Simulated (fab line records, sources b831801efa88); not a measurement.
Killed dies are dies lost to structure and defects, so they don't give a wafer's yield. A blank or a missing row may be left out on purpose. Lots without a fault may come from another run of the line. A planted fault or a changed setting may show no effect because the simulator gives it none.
Which tool did it? | flow gf180mcu | 14 lots, 42 wafers sampled, at 4 steps of a route of 602

WHAT THE GAUGES READ, wafer by wafer
GF_STI_THK_MEAS_02.
lot  | measured    | on            | STI_OXIDATION_THK (nm)
L891 | day 1 11:31 | film_metro-01 | 10.17 10.07 9.83
L892 | day 1 17:16 | film_metro-03 | 10.13 10.07 10.14
L893 | day 1 21:31 | film_metro-01 | 9.59 9.52 9.60
L894 | day 2 02:31 | film_metro-03 | 9.84 9.73 9.80
L897 | day 2 17:31 | film_metro-02 | 9.95 9.77 9.92
L898 | day 2 22:56 | film_metro-03 | 9.92 9.98 9.93
L899 | day 3 03:31 | film_metro-03 | 10.17 10.12 9.99
L902 | day 3 18:49 | film_metro-01 | 9.90 10.03 10.04
L907 | day 4 19:34 | film_metro-03 | 10.39 10.21 10.15
L908 | day 5 00:31 | film_metro-02 | 13.33 13.19 13.42
L909 | day 5 05:32 | film_metro-02 | 13.37 13.28 13.40
L911 | day 5 15:53 | film_metro-03 | 10.04 10.17 10.06
L912 | day 5 20:31 | film_metro-01 | 9.95 9.80 9.79
L913 | day 6 01:31 | film_metro-01 | 9.98 10.12 10.08

GF_POLY_GATE_THK_MEAS_17.
lot  | measured     | on            | POLY_GATE_OXIDATION_THK (nm)
L891 | day 10 07:02 | film_metro-01 | 3.91 3.90 3.95
L892 | day 10 19:49 | film_metro-02 | 3.89 3.88 3.90
L893 | day 11 01:41 | film_metro-04 | 3.98 3.93 3.99
L894 | day 11 07:46 | film_metro-04 | 3.78 3.85 3.89
L897 | day 12 06:42 | film_metro-01 | 3.98 3.92 4.01
L898 | day 12 11:14 | film_metro-02 | 4.08 4.08 4.17
L899 | day 12 23:14 | film_metro-01 | 4.12 4.12 4.26
L902 | day 13 17:04 | film_metro-04 | 4.08 4.05 4.08
L907 | day 15 02:43 | film_metro-02 | 3.95 3.90 3.98
L908 | day 15 16:40 | film_metro-02 | 3.86 3.79 3.86
L909 | day 15 17:57 | film_metro-04 | 3.92 4.04 3.97
L911 | day 16 06:26 | film_metro-01 | 4.04 4.05 4.11
L912 | day 16 14:03 | film_metro-04 | 4.02 4.02 3.94
L913 | day 17 00:21 | film_metro-01 | 3.90 3.84 3.88

GF_NSD_TW_MEAS_12.
lot  | measured     | on            | NSD_TW
L891 | day 14 22:25 | film_metro-01 | 4196 4236 4201
L892 | day 15 11:19 | film_metro-03 | 4265 4277 4263
L893 | day 15 17:49 | film_metro-04 | 4250 4221 4241
L894 | day 16 02:13 | film_metro-04 | 4248 4244 4252
L897 | day 17 00:40 | film_metro-04 | 4253 4247 4225
L898 | day 17 06:16 | film_metro-04 | 4256 4231 4243
L899 | day 17 19:52 | film_metro-01 | 4220 4199 4203
L902 | day 18 18:25 | film_metro-01 | 4223 4261 4244
L907 | day 20 09:14 | film_metro-03 | 4263 4271 4267
L908 | day 20 21:55 | film_metro-04 | 4246 4240 4250
L909 | day 20 23:46 | film_metro-01 | 4199 4182 4210
L911 | day 21 14:04 | film_metro-03 | 4260 4255 4267
L912 | day 21 23:41 | film_metro-04 | 4257 4252 4240
L913 | day 22 08:10 | film_metro-04 | 4275 4264 4275

WHICH TOOL RAN EACH LOT (tool, then ch and the chambers of the sampled wafers, then the start)
lot  | GF_STI_OXIDATION_01
L891 | furnace-01 ch 0, day 1 10:07
L892 | furnace-02 ch 0, day 1 15:52
L893 | furnace-01 ch 0, day 1 20:07
L894 | furnace-01 ch 0, day 2 01:07
L897 | furnace-02 ch 0, day 2 16:07
L898 | furnace-02 ch 0, day 2 21:32
L899 | furnace-02 ch 0, day 3 02:07
L902 | furnace-02 ch 0, day 3 17:25
L907 | furnace-02 ch 0, day 4 18:09
L908 | furnace-02 ch 0, day 4 23:07
L909 | furnace-02 ch 0, day 5 04:07
L911 | furnace-01 ch 0, day 5 14:29
L912 | furnace-01 ch 0, day 5 19:07
L913 | furnace-01 ch 0, day 6 00:07
- GF_STI_OXIDATION_01: stabilise 600 s, purge 300 s, target thk 10 nm.

WHAT THE TOOLS THEMSELVES READ (means of the sampled wafers that have a number; where no wafer has one, the mark that the record gives instead)
GF_STI_OXIDATION_01.
lot  | tool       | spike_tc_top_C (C) | zone_power_bottom_pct (%)
L891 | furnace-01 | 915.2              | 27.7
L892 | furnace-02 | 911.0              | 27.0
L893 | furnace-01 | 916.1              | 27.9
L894 | furnace-01 | 915.3              | 27.9
L897 | furnace-02 | 909.3              | 27.1
L898 | furnace-02 | 910.0              | 27.4
L899 | furnace-02 | 910.0              | 27.4
L902 | furnace-02 | 909.8              | 27.3
L907 | furnace-02 | 911.2              | 27.4
L908 | furnace-02 | 909.4              | 27.5
L909 | furnace-02 | 910.6              | 27.4
L911 | furnace-01 | 915.3              | 27.9
L912 | furnace-01 | 915.6              | 27.7
L913 | furnace-01 | 913.3              | 28.0

THE ANSWER, worked out from the rows above alone
Rule: what is usual is taken from the lots themselves. Put in order of their means at a reading, lots are off if they are a third of the lots or fewer, leave a main group of 4 or more, and stand apart from it by a gap of 3 or more times the standard deviation of the main group's means; of several such gaps the widest counts. A main group whose means are all the same, to the digits that the tables above print for the reading, isn't used. A lot without any number at a reading at which 4 lots or more have one is off too. The other lots that the step has rows for count as sound. The gauges are gone through in route order, then the tools' own readings, and for those a lot's mean is taken as printed above. The first step at which some lot is off is used, and at that step the reading that is off furthest; a lot without a number counts as furthest.
Off: L908, L909, at GF_STI_THK_MEAS_02 (STI_OXIDATION_THK). The main group: mean 9.97 nm, standard deviation 0.17.
A tool fits if, at a process step before that reading, it ran every lot that is off, and no sound lot after the first of them. The gauges at GF_STI_THK_MEAS_02 are tried like those tools. Can't be told from this: 2 tools fit, furnace-02 at GF_STI_OXIDATION_01, film_metro-02 at GF_STI_THK_MEAS_02.

WHAT THE SIMULATOR HAD PUT IN
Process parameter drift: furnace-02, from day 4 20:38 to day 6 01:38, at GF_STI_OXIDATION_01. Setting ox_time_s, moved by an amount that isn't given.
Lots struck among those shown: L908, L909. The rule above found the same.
